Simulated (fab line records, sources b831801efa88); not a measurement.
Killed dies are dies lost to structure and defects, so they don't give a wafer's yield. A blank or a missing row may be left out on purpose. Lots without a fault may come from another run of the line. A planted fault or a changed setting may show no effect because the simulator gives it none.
Split-lot experiment | flow sfq_line | 5 lots, 23 wafers read, on a route of 325 steps

THE SPLIT
At SFQ_TRILAYER_I4_VIA_LITHO_PEB_106 (peb time 60 s), the setting peb_time_s was moved away from the recipe's 60 s on 8 of the 23 wafers read, by -10.0% to +12.9%. The other wafers ran this setting at the recipe's value.

The file shows no step between the split and the reading.

THE READING
I4.cd_nm (the simulator's own value, which no gauge read), in nm, at SFQ_TRILAYER_I4_VIA_BARC_OPEN_VIA_ETCH_146 (etches BARC in O2, target depth 125 nm, time 41.7 s). The file gives no usual value for it. The 15 wafers here that ran the recipe average 699.7 nm, standard deviation 1 nm.

wafer  | tool, chamber at the split | peb_time_s as run, s | against the recipe | I4.cd_nm, nm | against lot-mates on the recipe
L074.1 | litho_track-01, 0          | 60                   | recipe             | 697.6        | -
L074.2 | litho_track-01, 0          | 60                   | recipe             | 698.9        | -
L074.3 | litho_track-01, 0          | 60                   | recipe             | 699.6        | -
L074.4 | litho_track-01, 0          | 65.22                | +8.7%              | 710.9        | +12.2
L074.5 | litho_track-01, 0          | 65.22                | +8.7%              | 710.3        | +11.6
L077.1 | litho_track-02, 0          | 60                   | recipe             | 699.9        | -
L077.3 | litho_track-02, 0          | 60                   | recipe             | 698.8        | -
L077.4 | litho_track-02, 0          | 60                   | recipe             | 701.4        | -
L077.5 | litho_track-02, 0          | 60                   | recipe             | 698.7        | -
L077.6 | litho_track-02, 0          | 60                   | recipe             | 700          | -
L078.1 | litho_track-02, 0          | 60                   | recipe             | 698.9        | -
L078.2 | litho_track-02, 0          | 67.75                | +12.9%             | 716.1        | +16.2
L078.6 | litho_track-02, 0          | 67.75                | +12.9%             | 716.1        | +16.2
L078.3 | litho_track-02, 0          | 67.75                | +12.9%             | 716          | +16.1
L078.5 | litho_track-02, 0          | 60                   | recipe             | 700.9        | -
L080.2 | litho_track-01, 0          | 60                   | recipe             | 699.3        | -
L080.5 | litho_track-01, 0          | 60                   | recipe             | 699.7        | -
L080.6 | litho_track-01, 0          | 60                   | recipe             | 700.3        | -
L083.1 | litho_track-02, 0          | 60                   | recipe             | 701.5        | -
L083.2 | litho_track-02, 0          | 53.98                | -10.0%             | 684.7        | -16.1
L083.3 | litho_track-02, 0          | 53.98                | -10.0%             | 684.5        | -16.3
L083.5 | litho_track-02, 0          | 60                   | recipe             | 700.1        | -
L083.6 | litho_track-02, 0          | 53.98                | -10.0%             | 685          | -15.8

THE FIT
A straight line over all 23 wafers: I4.cd_nm changes by +1.35 nm for each +1% of peb_time_s; r = +0.99; the points scatter about the line by 1.1 nm.
The same after taking each lot's own level away (the mean of its wafers on the recipe; 23 wafers): +1.4 nm for each +1%; r = +0.99; scatter 1.1 nm.
On that fit, the largest move of peb_time_s shifts the reading by 18 nm.
The lots' own levels span 698.70 to 700.80 nm, that is 2.0 times the standard deviation above.
So the lot-to-lot level changes the slope little: the two slopes agree.
Check: with one of the wafers moved furthest among these (+12.9%) left out of the fit, the line predicts +17.8 nm for it against its lot-mates. It came out at +16.2 nm against them.

OTHER SPLITS ON THESE WAFERS
These wafers also went through other splits before the reading. Each is held against what the fit with the lots' levels taken away leaves over:
other split on the same wafers                 | wafers away from the commonest value | r with I4.cd_nm (lot level and that fit taken away)
SFQ_TRILAYER_I4_CMP_CMP_100 leave_above_ref_nm | 6                                    | +0.60

THE FILE'S OWN FIT
I4.cd_nm changes by +1.38 nm for each +1% of peb_time_s, r = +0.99.
